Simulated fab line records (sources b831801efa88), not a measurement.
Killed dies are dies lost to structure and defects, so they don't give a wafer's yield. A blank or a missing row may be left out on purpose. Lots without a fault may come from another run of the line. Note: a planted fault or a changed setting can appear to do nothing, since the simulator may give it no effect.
Which tool is to blame? | flow sky130 | Sampling: 12 lots, 36 wafers, 4 of 708 route steps

== WHAT EACH GAUGE READ, for each wafer ==
SKY_NWELL_RS_MEAS_29: measurement is done with a four-point probe. Usual: NWELL_RS typically reads 624.8 ohm/sq, with standard deviation 1.5.
lot  | measured     | on            | NWELL_RS (ohm/sq)                   | flag
L195 | day 5 05:56  | film-metro-04 | 626.0 624.5 626.2                   |
L196 | day 5 13:51  | film-metro-03 | 623.9 621.9 623.4                   |
L198 | day 6 02:30  | film-metro-03 | 624.4 626.2 624.8                   |
L199 | day 6 06:52  | film-metro-02 | 624.0 623.5 623.9                   |
L200 | day 6 17:44  | film-metro-04 | 626.0 625.8 625.5                   |
L202 | day 7 01:32  | film-metro-02 | 624.7 623.9 622.6                   |
L206 | day 8 08:22  | film-metro-04 | 596.2 595.3 596.0 595.1 595.6 595.7 | OFF
L207 | day 8 11:10  | film-metro-02 | 625.7 625.1 626.2                   |
L208 | day 8 17:50  | film-metro-03 | 595.0 595.3 595.4 595.5 596.5 596.7 | OFF
L216 | day 10 22:47 | film-metro-02 | 625.0 624.0 624.8                   |
L217 | day 11 11:55 | film-metro-02 | 625.9 626.8 625.9                   |
L218 | day 11 12:19 | film-metro-04 | 625.9 625.0 624.0                   |

SKY_VT_ADJUST_NCORE_TW_MEAS_11. Usual: VT_ADJUST_NCORE_TW typically reads 220.4, with standard deviation 1.4.
lot  | measured     | on            | VT_ADJUST_NCORE_TW | flag
L195 | day 8 11:07  | film-metro-03 | 221.8 221.4 221.0  |
L196 | day 8 20:42  | film-metro-03 | 220.3 220.5 220.4  |
L198 | day 9 10:08  | film-metro-01 | 222.1 221.9 221.4  |
L199 | day 9 15:38  | film-metro-02 | 219.1 218.4 218.0  |
L200 | day 10 03:52 | film-metro-02 | 218.9 218.5 219.4  |
L202 | day 10 13:52 | film-metro-01 | 221.5 222.8 223.2  |
L206 | day 12 04:01 | film-metro-02 | 220.1 219.9 218.7  |
L207 | day 12 06:46 | film-metro-03 | 220.1 219.2 220.2  |
L208 | day 12 15:20 | film-metro-02 | 220.7 219.3 219.5  |
L216 | day 15 06:10 | film-metro-01 | 222.4 223.1 222.6  |
L217 | day 15 21:35 | film-metro-03 | 218.9 219.5 219.0  |
L218 | day 15 22:04 | film-metro-01 | 221.5 222.3 222.3  |

SKY_GATE_OXIDE_OVL_MEAS_10. Usual: GATE_OXIDE_OVL typically reads 0.0 nm, with standard deviation 1.6.
lot  | measured     | on         | GATE_OXIDE_OVL (nm) | flag
L195 | day 13 17:31 | overlay-01 | -1.6 -0.6 0.0       |
L196 | day 14 03:17 | overlay-01 | 0.7 1.8 2.9         |
L198 | day 14 20:29 | overlay-01 | 1.5 2.6 1.0         |
L199 | day 15 01:19 | overlay-02 | 1.0 -0.1 1.7        |
L200 | day 15 20:05 | overlay-02 | -1.4 -0.5 1.0       |
L202 | day 16 09:41 | overlay-01 | -3.9 -2.2 -3.5      |
L206 | day 18 05:35 | overlay-02 | 0.7 0.8 1.2         |
L207 | day 18 05:22 | overlay-02 | 1.5 0.4 0.8         |
L208 | day 18 20:13 | overlay-01 | -2.8 -1.7 -1.4      |
L216 | day 21 18:01 | overlay-01 | -1.0 -0.6 -0.2      |
L217 | day 22 10:13 | overlay-01 | 1.6 0.9 0.3         |
L218 | day 22 11:29 | overlay-01 | 0.6 1.0 0.8         |

== WHICH TOOL RAN EACH LOT (tool, then ch and the chambers of the sampled wafers, then the start) ==
lot  | SKY_NWELL_IMPLANT_12
L195 | implanter-03 ch 0, day 4 11:46
L196 | implanter-01 ch 0, day 4 19:29
L198 | implanter-03 ch 0, day 5 07:14
L199 | implanter-01 ch 0, day 5 11:04
L200 | implanter-01 ch 0, day 5 17:25
L202 | implanter-01 ch 0, day 6 06:55
L206 | implanter-02 ch 0, day 7 12:01
L207 | implanter-01 ch 0, day 7 15:34
L208 | implanter-02 ch 0, day 7 20:04
L216 | implanter-01 ch 0, day 9 23:16
L217 | implanter-02 ch 0, day 10 11:40
L218 | implanter-03 ch 0, day 10 12:04
- SKY_NWELL_IMPLANT_12

== WHAT THE TOOLS THEMSELVES READ (means of the sampled wafers that have a number; where no wafer has one, the mark that the record gives instead) ==
SKY_NWELL_IMPLANT_12. Usual: beam-energy-keV 119.99, standard deviation 0.036; dose-ions-cm2 1.3002e+12, standard deviation 1.6e+09; faraday-current-uA 7.32, standard deviation 0.16.
lot  | tool         | beam-energy-keV | dose-ions-cm2 | faraday-current-uA | flag
L195 | implanter-03 | 120.01          | 1.2994e+12    | 7.41               |
L196 | implanter-01 | 120.02          | 1.3009e+12    | 7.39               |
L198 | implanter-03 | 119.99          | 1.2998e+12    | 7.30               |
L199 | implanter-01 | 120.04          | 1.2993e+12    | 7.20               |
L200 | implanter-01 | 119.92          | 1.3005e+12    | 7.26               |
L202 | implanter-01 | 120.01          | 1.3035e+12    | 7.33               |
L206 | implanter-02 | 119.99          | 2.4896e+12    | 14.20              | OFF
L207 | implanter-01 | 119.98          | 1.2997e+12    | 7.36               |
L208 | implanter-02 | 119.99          | 2.4890e+12    | 13.76              | OFF
L216 | implanter-01 | 119.97          | 1.3014e+12    | 7.33               |
L217 | implanter-02 | 120.02          | 1.3000e+12    | 7.40               |
L218 | implanter-03 | 119.97          | 1.3006e+12    | 7.36               |

== THE ANSWER, worked out from the rows above alone ==
Rule: a lot counts as off when the mean over its wafers that have a number is more than 3 standard deviations away from the usual mean. Also off: a lot with no number at a reading for which 4 or more lots have one. Where the step has rows for the other lots, those lots are counted as sound. After the gauges, taken in route order, come the tools' own readings; for these a lot's mean is taken, as printed above. At the first step where some lot is off, the reading lying furthest off is the one used; lots without a number count as furthest.
Off: at SKY_NWELL_RS_MEAS_29 (NWELL_RS), L206, L208.
A tool fits if, at a process step before that reading, it ran every lot that is off, and no sound lot after the first of them. The gauges at SKY_NWELL_RS_MEAS_29 aren't tried: what is off there is off at SKY_NWELL_IMPLANT_12 too, on other tools, and a gauge's error can't cause that. None of those tried fits.

== WHAT WAS PUT IN BY THE SIMULATOR ==
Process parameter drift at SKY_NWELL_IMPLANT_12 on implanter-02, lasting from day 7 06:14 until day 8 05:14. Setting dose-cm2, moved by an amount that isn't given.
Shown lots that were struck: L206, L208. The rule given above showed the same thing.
